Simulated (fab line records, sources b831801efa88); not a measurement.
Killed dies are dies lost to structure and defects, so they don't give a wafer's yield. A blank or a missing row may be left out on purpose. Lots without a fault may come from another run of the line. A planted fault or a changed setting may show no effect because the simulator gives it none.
Split-lot experiment | flow sky130 | 5 lots, 23 wafers read, on a route of 708 steps

THE SPLIT
At SKY_LDD_P_COAT_02 (resist thk 1140 nm), the setting resist_thk_nm was moved away from the recipe's 1140 nm on 5 of the 23 wafers read, by -3.9% to +2.5%. The other wafers ran this setting at the recipe's value.

The reading is taken at the split's own step.

THE READING
NOVOLAK_of_LDD_P_COAT_02.thk_nm (the simulator's own value, which no gauge read), in nm, at SKY_LDD_P_COAT_02 (resist thk 1140 nm). The file gives no usual value for it. The 18 wafers here that ran the recipe average 1140 nm, standard deviation 3.5 nm.

wafer  | tool, chamber at the split | resist_thk_nm as run, nm | against the recipe | NOVOLAK_of_LDD_P_COAT_02.thk_nm, nm | against lot-mates on the recipe
L074.1 | litho_track-02, 0          | 1096                     | -3.9%              | 1093                                | -42
L074.2 | litho_track-02, 0          | 1140                     | recipe             | 1134                                | -
L074.3 | litho_track-02, 0          | 1140                     | recipe             | 1137                                | -
L074.4 | litho_track-02, 0          | 1096                     | -3.9%              | 1090                                | -45
L074.5 | litho_track-02, 0          | 1140                     | recipe             | 1135                                | -
L076.1 | litho_track-02, 0          | 1168                     | +2.5%              | 1169                                | +29
L076.2 | litho_track-02, 0          | 1168                     | +2.5%              | 1170                                | +30
L076.3 | litho_track-02, 0          | 1168                     | +2.5%              | 1167                                | +27
L076.5 | litho_track-02, 0          | 1140                     | recipe             | 1141                                | -
L076.6 | litho_track-02, 0          | 1140                     | recipe             | 1139                                | -
L079.1 | litho_track-01, 0          | 1140                     | recipe             | 1138                                | -
L079.3 | litho_track-01, 0          | 1140                     | recipe             | 1139                                | -
L079.5 | litho_track-01, 0          | 1140                     | recipe             | 1136                                | -
L082.1 | litho_track-02, 0          | 1140                     | recipe             | 1141                                | -
L082.2 | litho_track-02, 0          | 1140                     | recipe             | 1148                                | -
L082.4 | litho_track-02, 0          | 1140                     | recipe             | 1146                                | -
L082.5 | litho_track-02, 0          | 1140                     | recipe             | 1143                                | -
L082.6 | litho_track-02, 0          | 1140                     | recipe             | 1144                                | -
L084.1 | litho_track-03, 0          | 1140                     | recipe             | 1140                                | -
L084.4 | litho_track-03, 0          | 1140                     | recipe             | 1140                                | -
L084.5 | litho_track-03, 0          | 1140                     | recipe             | 1140                                | -
L084.2 | litho_track-03, 0          | 1140                     | recipe             | 1141                                | -
L084.6 | litho_track-03, 0          | 1140                     | recipe             | 1141                                | -

THE FIT
A straight line over all 23 wafers: NOVOLAK_of_LDD_P_COAT_02.thk_nm changes by +12.2 nm for each +1% of resist_thk_nm; r = +0.98; the points scatter about the line by 3.4 nm.
The same after taking each lot's own level away (the mean of its wafers on the recipe; 23 wafers): +11.5 nm for each +1%; r = +1.00; scatter 1.6 nm.
On that fit, the largest move of resist_thk_nm shifts the reading by 44 nm.
The lots' own levels span 1135.3 to 1144.4 nm, that is 2.6 times the standard deviation above.
So the lot-to-lot level changes the slope little: the two slopes agree.
Check: with one of the wafers moved furthest among these (-3.9%) left out of the fit, the line predicts -45.2 nm for it against its lot-mates. It came out at -42.3 nm against them.

OTHER SPLITS ON THESE WAFERS
These wafers also went through other splits before the reading. Each is held against what the fit with the lots' levels taken away leaves over:
other split on the same wafers       | wafers away from the commonest value | r with NOVOLAK_of_LDD_P_COAT_02.thk_nm (lot level and that fit taken away)
SKY_VT_ADJUST_PCH_COAT_02 spin_rpm   | 5                                    | -0.25
SKY_VT_ADJUST_PCH_STRIP_09 power_w   | 5                                    | -0.14
SKY_SONOS_ONO_OXIDATION_00 ox_time_s | 15                                   | +0.05
SKY_GATE_OXIDE_COAT_05 resist_thk_nm | 5                                    | +0.11
SKY_GATE_OXIDE_IMPLANT_11 energy_kev | 7                                    | +0.15
SKY_POLY_GATE_IMPLANT_02 energy_kev  | 9                                    | +0.12
SKY_POLY_GATE_DEVELOP_12 dev_temp_c  | 11                                   | -0.35
SKY_LDD_N_IMPLANT_09 energy_kev      | 8                                    | +0.04

THE WHOLE CHAIN: every reading that the file lists as answering this split, in the file's order
step               | what it does       | reading                                                                          | change (the file's fit)              | r (the file's)
SKY_LDD_P_COAT_02  | resist thk 1140 nm | NOVOLAK_of_LDD_P_COAT_02.thk_nm (the simulator's own value, which no gauge read) | +11.4 nm for each +1% of the setting | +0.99
SKY_LDD_P_STRIP_10 | strips in O2/N2    | strip_time_to_endpoint_s                                                         | withheld for each +1% of the setting | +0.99

THE FILE'S OWN FIT
NOVOLAK_of_LDD_P_COAT_02.thk_nm changes by +11.4 nm for each +1% of resist_thk_nm, r = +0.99.
